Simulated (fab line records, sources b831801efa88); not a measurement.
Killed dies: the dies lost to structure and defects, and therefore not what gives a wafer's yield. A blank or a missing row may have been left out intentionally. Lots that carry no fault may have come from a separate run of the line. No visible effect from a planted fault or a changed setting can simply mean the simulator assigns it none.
fab line records || flow sky130
record {"lots": 5, "wafers": 15, "lastDay": 50}
route steps=708 shown GATE_OXIDE@198 POLY_GATE@204 RES_PROTECT@206 PAD_OPEN@708
lots untouched by any fault: they come from a run of this same line in which no faults occurred
startH: hours from the record's opening day to when the first of the lot's shown wafers began || waitH: how many hours have passed since the lot's step before this one || " as in the row above || L1.1+2: several wafers, shown together as one row || - either no value or no given start || * or withheld: withheld || < > ~ a bound
route shown NAME@n: a module of which the file shows steps, and the number in the route of the first || usual: mean and standard deviation over wafers with no fault || same: alike in all rows || chamber/n: place in a boat || sites: readings site by site || _std_site: their standard deviation || _edge_site: the outer-site mean with the inner-site mean subtracted || radiusMm: how far each site lies from the wafer's centre || mask NAME#n: copy n || behind: the most recent tool/chamber to have shaped the wafer || hold: what put the lot on hold/how long, in hours/how the hold closed || device: the transistor (n, p or np) that didn't switch || end of line: at the end of the route, the tests of the same wafers || a step without rows: its recipe alone || killed: not the wafer's yield, but the dies lost to structure and defects at the first sort || map: a wafer's dies, marking killed ones x, the rest . and places with no die _
set.NAME: the run value of the setting; set.NAME@STEP: its run value at that earlier step || model.NAME: the simulator's own value behind a step, which no gauge read
lots at selected steps of the route; one table per step, one row per wafer
services: when a tool's chamber went out of use (startH, in hours from the record's first day, below 0 if earlier), for how many hours, and the reason
## steps
# step SKY_GATE_OXIDE_IMPLANT_11
# recipe {"species": "B", "energyKev": 10, "doseCm2": 2.6e+12, "tiltDeg": "withheld"}
# step SKY_GATE_OXIDE_WET_ETCH_12
# recipe {"chemistry": "dHF", "targetDepthNm": 16.8, "dry": "n2Spin", "target": "SiO2", "dilution": "100:1", "tempC": 25, "timeS": 336}
# step SKY_GATE_OXIDE_STRIP_13
# recipe {"chemistry": "O2/N2", "powerW": 1400, "pressureMtorr": 1500, "platenTempC": "withheld", "o2FlowSccm": 3000, "n2FlowSccm": 300, "overashFraction": 0.5}
# usual {"drypumpMotorCurrentA": "6.0/0.35", "oesProductAu": "0.716/0.0043", "stripTimeToEndpointS": "14.20/0.039"}
{"lot.wafer": "L313.2", "tool": "plasmaAsher-04", "chamber": 1, "startH": 314.14, "waitH": 0.0, "drypumpMotorCurrentA": 5.8, "oesProductAu": 0.714, "rfHoursCounterH": 51, "stripTimeToEndpointS": 14.14}
{"lot.wafer": "L313.4", "tool": "plasmaAsher-04", "chamber": 1, "startH": 314.14, "waitH": 0.0, "drypumpMotorCurrentA": 5.8, "oesProductAu": 0.707, "rfHoursCounterH": "-", "stripTimeToEndpointS": 14.14}
{"lot.wafer": "L313.5", "tool": "plasmaAsher-04", "chamber": 1, "startH": 314.14, "waitH": 0.0, "drypumpMotorCurrentA": 5.8, "oesProductAu": 0.717, "rfHoursCounterH": "-", "stripTimeToEndpointS": 14.15}
{"lot.wafer": "L318.2", "tool": "plasmaAsher-04", "chamber": 0, "startH": 366.12, "waitH": 0.0, "drypumpMotorCurrentA": 6.4, "oesProductAu": 0.719, "rfHoursCounterH": 55, "stripTimeToEndpointS": 14.13}
{"lot.wafer": "L318.4", "tool": "plasmaAsher-04", "chamber": 1, "startH": 366.12, "waitH": 0.0, "drypumpMotorCurrentA": 5.7, "oesProductAu": 0.715, "rfHoursCounterH": "-", "stripTimeToEndpointS": 14.12}
{"lot.wafer": "L318.6", "tool": "plasmaAsher-04", "chamber": 1, "startH": 366.12, "waitH": 0.0, "drypumpMotorCurrentA": 5.8, "oesProductAu": 0.721, "rfHoursCounterH": "-", "stripTimeToEndpointS": 14.17}
{"lot.wafer": "L322.1", "tool": "plasmaAsher-04", "chamber": 0, "startH": 389.27, "waitH": 0.0, "drypumpMotorCurrentA": 6.4, "oesProductAu": 0.724, "rfHoursCounterH": 57, "stripTimeToEndpointS": 14.16}
{"lot.wafer": "L322.5", "tool": "plasmaAsher-04", "chamber": 0, "startH": 389.27, "waitH": 0.0, "drypumpMotorCurrentA": 6.3, "oesProductAu": 0.717, "rfHoursCounterH": "-", "stripTimeToEndpointS": 14.20}
{"lot.wafer": "L322.6", "tool": "plasmaAsher-04", "chamber": 1, "startH": 389.27, "waitH": 0.0, "drypumpMotorCurrentA": 5.8, "oesProductAu": 0.713, "rfHoursCounterH": "-", "stripTimeToEndpointS": 14.21}
{"lot.wafer": "L323.2", "tool": "plasmaAsher-04", "chamber": 1, "startH": 393.45, "waitH": 0.0, "drypumpMotorCurrentA": 5.8, "oesProductAu": 0.723, "rfHoursCounterH": 57, "stripTimeToEndpointS": 14.21}
{"lot.wafer": "L323.3", "tool": "plasmaAsher-04", "chamber": 1, "startH": 393.45, "waitH": 0.0, "drypumpMotorCurrentA": 5.8, "oesProductAu": 0.706, "rfHoursCounterH": "-", "stripTimeToEndpointS": 14.21}
{"lot.wafer": "L323.4", "tool": "plasmaAsher-04", "chamber": 0, "startH": 393.45, "waitH": 0.0, "drypumpMotorCurrentA": 6.3, "oesProductAu": 0.713, "rfHoursCounterH": "-", "stripTimeToEndpointS": 14.28}
{"lot.wafer": "L334.1", "tool": "plasmaAsher-04", "chamber": 1, "startH": 481.32, "waitH": 0.0, "drypumpMotorCurrentA": 5.8, "oesProductAu": 0.710, "rfHoursCounterH": 66, "stripTimeToEndpointS": 14.18}
{"lot.wafer": "L334.4", "tool": "plasmaAsher-04", "chamber": 0, "startH": 481.32, "waitH": 0.0, "drypumpMotorCurrentA": 6.4, "oesProductAu": 0.719, "rfHoursCounterH": "-", "stripTimeToEndpointS": 14.21}
{"lot.wafer": "L334.5", "tool": "plasmaAsher-04", "chamber": 0, "startH": 481.32, "waitH": 0.0, "drypumpMotorCurrentA": 6.4, "oesProductAu": 0.714, "rfHoursCounterH": "-", "stripTimeToEndpointS": 14.21}
# step SKY_GATE_OXIDE_TW_MEAS_14
# usual {"GATE_OXIDE_TW": "225.1/1.4"}
{"lot.wafer": "L313.2", "tool": "filmMetro-03", "chamber": "-", "startH": 314.25, "waitH": 0.1, "GATE_OXIDE_TW": 223.8}
{"lot.wafer": "L313.4", "tool": "filmMetro-03", "chamber": "-", "startH": 314.25, "waitH": 0.1, "GATE_OXIDE_TW": 223.9}
{"lot.wafer": "L313.5", "tool": "filmMetro-03", "chamber": "-", "startH": 314.25, "waitH": 0.1, "GATE_OXIDE_TW": 225.2}
{"lot.wafer": "L318.2", "tool": "filmMetro-02", "chamber": "-", "startH": 366.23, "waitH": 0.1, "GATE_OXIDE_TW": 226.7}
{"lot.wafer": "L318.4", "tool": "filmMetro-02", "chamber": "-", "startH": 366.23, "waitH": 0.1, "GATE_OXIDE_TW": 226.0}
{"lot.wafer": "L318.6", "tool": "filmMetro-02", "chamber": "-", "startH": 366.23, "waitH": 0.1, "GATE_OXIDE_TW": 226.4}
{"lot.wafer": "L322.1", "tool": "filmMetro-01", "chamber": "-", "startH": 389.37, "waitH": 0.1, "GATE_OXIDE_TW": 223.3}
{"lot.wafer": "L322.5", "tool": "filmMetro-01", "chamber": "-", "startH": 389.37, "waitH": 0.1, "GATE_OXIDE_TW": 223.9}
{"lot.wafer": "L322.6", "tool": "filmMetro-01", "chamber": "-", "startH": 389.37, "waitH": 0.1, "GATE_OXIDE_TW": 224.2}
{"lot.wafer": "L323.2", "tool": "filmMetro-02", "chamber": "-", "startH": 393.56, "waitH": 0.1, "GATE_OXIDE_TW": 226.4}
{"lot.wafer": "L323.3", "tool": "filmMetro-02", "chamber": "-", "startH": 393.56, "waitH": 0.1, "GATE_OXIDE_TW": 227.1}
{"lot.wafer": "L323.4", "tool": "filmMetro-02", "chamber": "-", "startH": 393.56, "waitH": 0.1, "GATE_OXIDE_TW": 226.1}
{"lot.wafer": "L334.1", "tool": "filmMetro-03", "chamber": "-", "startH": 481.42, "waitH": 0.1, "GATE_OXIDE_TW": 225.4}
{"lot.wafer": "L334.4", "tool": "filmMetro-03", "chamber": "-", "startH": 481.42, "waitH": 0.1, "GATE_OXIDE_TW": 224.8}
{"lot.wafer": "L334.5", "tool": "filmMetro-03", "chamber": "-", "startH": 481.42, "waitH": 0.1, "GATE_OXIDE_TW": 225.9}
# step SKY_GATE_OXIDE_CLEAN_15
# recipe {"chemistry": "SC1/SC2", "mix": "1:4:20", "tempC": 70, "timeS": 150, "dry": "n2Spin"}
# step SKY_GATE_OXIDE_OXIDATION_16
# recipe {"tempC": 800, "ambient": "O2", "idleTempC": 700, "rampUpCPerMin": 10, "rampDownCPerMin": 3, "stabiliseS": 600, "purgeS": 300, "targetThkA": 35.7, "oxTimeS": 1915}
# step SKY_POLY_GATE_CVD_00
# recipe {"material": "poly-Si", "targetThkNm": 180, "tempC": 620, "timeS": 720, "pressureMtorr": 200}
# step SKY_POLY_GATE_THK_MEAS_01
# recipe {"reads": "poly-Si_of_POLY_GATE_CVD_00"}
# usual {"POLY_GATE_CVD_00_THK": "179.3/1.7"}
{"lot.wafer": "L313.2", "tool": "filmMetro-02", "chamber": "-", "startH": 317.39, "waitH": 0.0, "POLY_GATE_CVD_00_THK[nm]": 181.0}
{"lot.wafer": "L313.4", "tool": "filmMetro-02", "chamber": "-", "startH": 317.39, "waitH": 0.0, "POLY_GATE_CVD_00_THK[nm]": 181.4}
{"lot.wafer": "L313.5", "tool": "filmMetro-02", "chamber": "-", "startH": 317.39, "waitH": 0.0, "POLY_GATE_CVD_00_THK[nm]": 180.4}
{"lot.wafer": "L318.2", "tool": "filmMetro-02", "chamber": "-", "startH": 370.18, "waitH": 0.0, "POLY_GATE_CVD_00_THK[nm]": 178.5}
{"lot.wafer": "L318.4", "tool": "filmMetro-02", "chamber": "-", "startH": 370.18, "waitH": 0.0, "POLY_GATE_CVD_00_THK[nm]": 178.3}
{"lot.wafer": "L318.6", "tool": "filmMetro-02", "chamber": "-", "startH": 370.18, "waitH": 0.0, "POLY_GATE_CVD_00_THK[nm]": 178.4}
{"lot.wafer": "L322.1", "tool": "filmMetro-04", "chamber": "-", "startH": 393.27, "waitH": 0.0, "POLY_GATE_CVD_00_THK[nm]": 177.9}
{"lot.wafer": "L322.5", "tool": "filmMetro-04", "chamber": "-", "startH": 393.27, "waitH": 0.0, "POLY_GATE_CVD_00_THK[nm]": 176.8}
{"lot.wafer": "L322.6", "tool": "filmMetro-04", "chamber": "-", "startH": 393.27, "waitH": 0.0, "POLY_GATE_CVD_00_THK[nm]": 176.3}
{"lot.wafer": "L323.2", "tool": "filmMetro-01", "chamber": "-", "startH": 397.79, "waitH": 0.0, "POLY_GATE_CVD_00_THK[nm]": 179.9}
{"lot.wafer": "L323.3", "tool": "filmMetro-01", "chamber": "-", "startH": 397.79, "waitH": 0.0, "POLY_GATE_CVD_00_THK[nm]": 178.5}
{"lot.wafer": "L323.4", "tool": "filmMetro-01", "chamber": "-", "startH": 397.79, "waitH": 0.0, "POLY_GATE_CVD_00_THK[nm]": 178.9}
{"lot.wafer": "L334.1", "tool": "filmMetro-02", "chamber": "-", "startH": 484.27, "waitH": 0.0, "POLY_GATE_CVD_00_THK[nm]": 180.4}
{"lot.wafer": "L334.4", "tool": "filmMetro-02", "chamber": "-", "startH": 484.27, "waitH": 0.0, "POLY_GATE_CVD_00_THK[nm]": 179.4}
{"lot.wafer": "L334.5", "tool": "filmMetro-02", "chamber": "-", "startH": 484.27, "waitH": 0.0, "POLY_GATE_CVD_00_THK[nm]": 179.9}
# step SKY_RES_PROTECT_DEHYDRATE_00
# recipe {"tempC": 200, "timeS": 60}
# step SKY_RES_PROTECT_HMDS_01
# recipe {"primeTimeS": 60, "primeTempC": 120}
# step SKY_RES_PROTECT_COAT_02
# recipe {"resist": "NOVOLAK", "spinRpm": 3000, "resistThkNm": 1140}
# step SKY_RES_PROTECT_SOFTBAKE_03
# recipe {"tempC": 90, "timeS": 60, "resist": "NOVOLAK"}
# step SKY_RES_PROTECT_EXPOSE_04
# recipe {"maskId": "RPM", "na": 0.6, "sourceShape": "conventional", "sigmaOuter": 0.6, "polarization": "unpolarized", "targetCdNm": 1270, "doseMj": 131}
{"lot.wafer": "L313.2+4+5", "tool": "ilineStepper-02", "chamber": 0, "startH": 329.44, "waitH": "-", "mask": "RPM#0"}
{"lot.wafer": "L318.2+4+6", "tool": "ilineStepper-01", "chamber": 0, "startH": 384.03, "waitH": "-", "mask": "RPM#0"}
{"lot.wafer": "L322.1+5+6", "tool": "ilineStepper-02", "chamber": 0, "startH": 408.06, "waitH": "-", "mask": "RPM#0"}
{"lot.wafer": "L323.2+3+4", "tool": "ilineStepper-01", "chamber": 0, "startH": 411.91, "waitH": "-", "mask": "RPM#0"}
{"lot.wafer": "L334.1+4+5", "tool": "ilineStepper-01", "chamber": 0, "startH": 500.07, "waitH": "-", "mask": "RPM_R1#0"}
# step SKY_RES_PROTECT_PEB_05
# recipe {"tempC": "withheld", "timeS": "*", "resist": "NOVOLAK"}
# step SKY_PAD_OPEN_PROBE_99
# usual {"killed_at_M0_to_M3": "44/6.8", "killed_at_M4_up": "2.9/1.7", "killedAtContacts": "24/5.2", "killedAtFrontEnd": "15/4", "killedAtOther": "0.2/0.44", "killedDies": "86/9.9", "killedOpen": "47/7.9", "killedShort": "39/6.3"}
# same {"grossDies": 492, "killedAtBackSide": 0}
{"lot.wafer": "L323.2", "tool": "prober-01", "chamber": "-", "startH": 1140.74, "waitH": 0.1, "killed_at_M0_to_M3": 47, "killed_at_M4_up": 5, "killedAtContacts": 23, "killedAtFrontEnd": 8, "killedAtOther": 0, "killedDies": 83, "killedOpen": 32, "killedShort": 51}
{"lot.wafer": "L323.3", "tool": "prober-01", "chamber": "-", "startH": 1140.79, "waitH": 0.2, "killed_at_M0_to_M3": 44, "killed_at_M4_up": 2, "killedAtContacts": 31, "killedAtFrontEnd": 11, "killedAtOther": 0, "killedDies": 88, "killedOpen": 46, "killedShort": 42}
{"lot.wafer": "L323.4", "tool": "prober-01", "chamber": "-", "startH": 1140.84, "waitH": 0.2, "killed_at_M0_to_M3": 53, "killed_at_M4_up": 5, "killedAtContacts": 29, "killedAtFrontEnd": 17, "killedAtOther": 0, "killedDies": 104, "killedOpen": 65, "killedShort": 39}
# killed by level:class
L323.2 CONTACT:geometricParticle:short=11 METAL2:geometricParticle:short=10 VIA1:geometricParticle:open=6 VIA3:geometricParticle:open=6 LI_CONTACT:geometricParticle:open=5 VIA2:geometricParticle:open=5 METAL3:geometricParticle:short=5 METAL4:geometricParticle:short=5
L323.3 CONTACT:geometricParticle:open=13 VIA1:geometricParticle:open=12 CONTACT:geometricParticle:short=8 VIA3:geometricParticle:open=6 METAL2:geometricParticle:short=6 LI_CONTACT:geometricParticle:open=5 FIELD_ISO:geometricParticle:open=4 LOCAL_INTERCONNECT:geometricParticle:short=4
L323.4 CONTACT:geometricParticle:open=13 VIA3:geometricParticle:open=12 VIA1:geometricParticle:open=10 LI_CONTACT:geometricParticle:open=8 VIA2:geometricParticle:open=8 METAL2:geometricParticle:short=6 FIELD_ISO:geometricParticle:short=4 FIELD_ISO:geometricParticle:open=4
## services
{"tool": "ilineStepper-01", "chamber": "-", "startH": 334.58, "hours": 2.0, "kind": "repair"}
{"tool": "plasmaAsher-04", "chamber": "-", "startH": 347.86, "hours": 14.6, "kind": "pm"}
{"tool": "plasmaAsher-04", "chamber": "-", "startH": 378.97, "hours": 2.8, "kind": "pm"}
{"tool": "ilineStepper-02", "chamber": "-", "startH": 385.90, "hours": 1.7, "kind": "pm"}
{"tool": "ilineStepper-01", "chamber": "-", "startH": 387.88, "hours": 2.8, "kind": "repair"}
{"tool": "ilineStepper-02", "chamber": "-", "startH": 388.98, "hours": 0.8, "kind": "repair"}
{"tool": "ilineStepper-02", "chamber": 0, "startH": 395.94, "hours": "-", "kind": "calibration"}
{"tool": "ilineStepper-01", "chamber": "-", "startH": 404.67, "hours": 1.7, "kind": "pm"}
{"tool": "ilineStepper-01", "chamber": 0, "startH": 453.48, "hours": "-", "kind": "calibration"}
{"tool": "ilineStepper-01", "chamber": "-", "startH": 460.28, "hours": "-", "kind": "consumableReplace:lamp"}
## key
firstSign {"step": "SKY_RES_PROTECT_EXPOSE_04", "reading": "mask", "direction": "changed"}
effect none on later readings
metAt SKY_RES_PROTECT_EXPOSE_04
struckWafers L334.1,L334.4,L334.5
testerLeftOut L334
onsetBetween 411.91 500.07
fault {"kind": "wrongMask", "tool": "any", "chamber": "-", "onsetH": 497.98, "steps": "SKY_RES_PROTECT_EXPOSE_04", "auxCopy": "RPM_R1#0", "cdOffsetNm": 89, "scope": "struckLotsOnly"}
# testerLeftOut: of these lots the tester's yield and bins aren't shown, on N5 and GAA mostly nor the transistor test; their killed dies are dies lost to structure and defects alone, not to doping, threshold or leakage, so they don't give the yield
